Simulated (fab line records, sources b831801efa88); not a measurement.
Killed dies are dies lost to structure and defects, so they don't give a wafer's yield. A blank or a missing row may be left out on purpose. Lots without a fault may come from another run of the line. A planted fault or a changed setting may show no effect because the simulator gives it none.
Which tool did it? | flow gf180mcu | 14 lots, 42 wafers sampled, at 2 steps of a route of 602

WHAT THE GAUGES READ, wafer by wafer
GF_V3_CD_MEAS_14: target cd 260 nm.
lot  | measured     | on        | cd_nm (nm)
L985 | day 22 07:28 | cd_sem-01 | 259.5 259.5 259.9
L987 | day 23 01:47 | cd_sem-01 | 260.6 260.9 260.0
L989 | day 23 20:01 | cd_sem-02 | 260.1 260.0 260.1
L990 | day 24 07:13 | cd_sem-01 | 258.9 259.7 260.2
L991 | day 24 13:53 | cd_sem-02 | 260.4 259.4 260.2
L992 | day 25 01:44 | cd_sem-01 | 261.0 262.0 261.1
L994 | day 25 15:22 | cd_sem-01 | 261.2 260.4 260.0
L995 | day 26 02:47 | cd_sem-01 | 259.5 258.9 259.0
L996 | day 26 09:40 | cd_sem-01 | 259.5 261.2 260.3
L997 | day 26 17:34 | cd_sem-01 | 259.3 258.1 257.7
L998 | day 26 23:46 | cd_sem-02 | 260.2 258.8 260.7
L105 | day 29 00:37 | cd_sem-02 | 258.0 258.9 258.2
L107 | day 29 07:06 | cd_sem-02 | 262.4 261.5 262.2
L108 | day 29 17:16 | cd_sem-01 | 260.1 259.7 260.0

GF_V3_THK_MEAS_25: measures by xrf.
lot  | measured     | on            | V3_W_THK (nm)
L985 | day 22 08:43 | film_metro-02 | 337 342 340
L987 | day 23 02:56 | film_metro-01 | 341 343 340
L989 | day 23 21:12 | film_metro-02 | 346 350 345
L990 | day 24 08:25 | film_metro-02 | 331 334 340
L991 | day 24 15:10 | film_metro-02 | 342 338 337
L992 | day 25 02:58 | film_metro-02 | 335 334 336
L994 | day 25 16:30 | film_metro-04 | 343 339 346
L995 | day 26 03:56 | film_metro-01 | 339 338 341
L996 | day 26 10:49 | film_metro-02 | 349 348 345
L997 | day 26 18:41 | film_metro-02 | 342 337 340
L998 | day 27 00:57 | film_metro-04 | 340 335 341
L105 | day 29 01:46 | film_metro-02 | 343 341 345
L107 | day 29 08:15 | film_metro-04 | 342 342 342
L108 | day 29 18:25 | film_metro-01 | 347 344 347

WHICH TOOL RAN EACH LOT (tool, then ch and the chambers of the sampled wafers, then the start)
The record holds no process step before these readings.

WHAT THE TOOLS THEMSELVES READ (means of the sampled wafers that have a number; where no wafer has one, the mark that the record gives instead)
The record holds no such reading with a usual standard deviation.

THE ANSWER, worked out from the rows above alone
Rule: what is usual is taken from the lots themselves. Put in order of their means at a reading, lots are off if they are a third of the lots or fewer, leave a main group of 4 or more, and stand apart from it by a gap of 3 or more times the standard deviation of the main group's means; of several such gaps the widest counts. A main group whose means are all the same, to the digits that the tables above print for the reading, isn't used. A lot without any number at a reading at which 4 lots or more have one is off too. The other lots that the step has rows for count as sound. The gauges are gone through in route order, then the tools' own readings, and for those a lot's mean is taken as printed above. The first step at which some lot is off is used, and at that step the reading that is off furthest; a lot without a number counts as furthest.
No lot is off at any reading shown: from this, nothing can be told.

WHAT THE SIMULATOR HAD PUT IN
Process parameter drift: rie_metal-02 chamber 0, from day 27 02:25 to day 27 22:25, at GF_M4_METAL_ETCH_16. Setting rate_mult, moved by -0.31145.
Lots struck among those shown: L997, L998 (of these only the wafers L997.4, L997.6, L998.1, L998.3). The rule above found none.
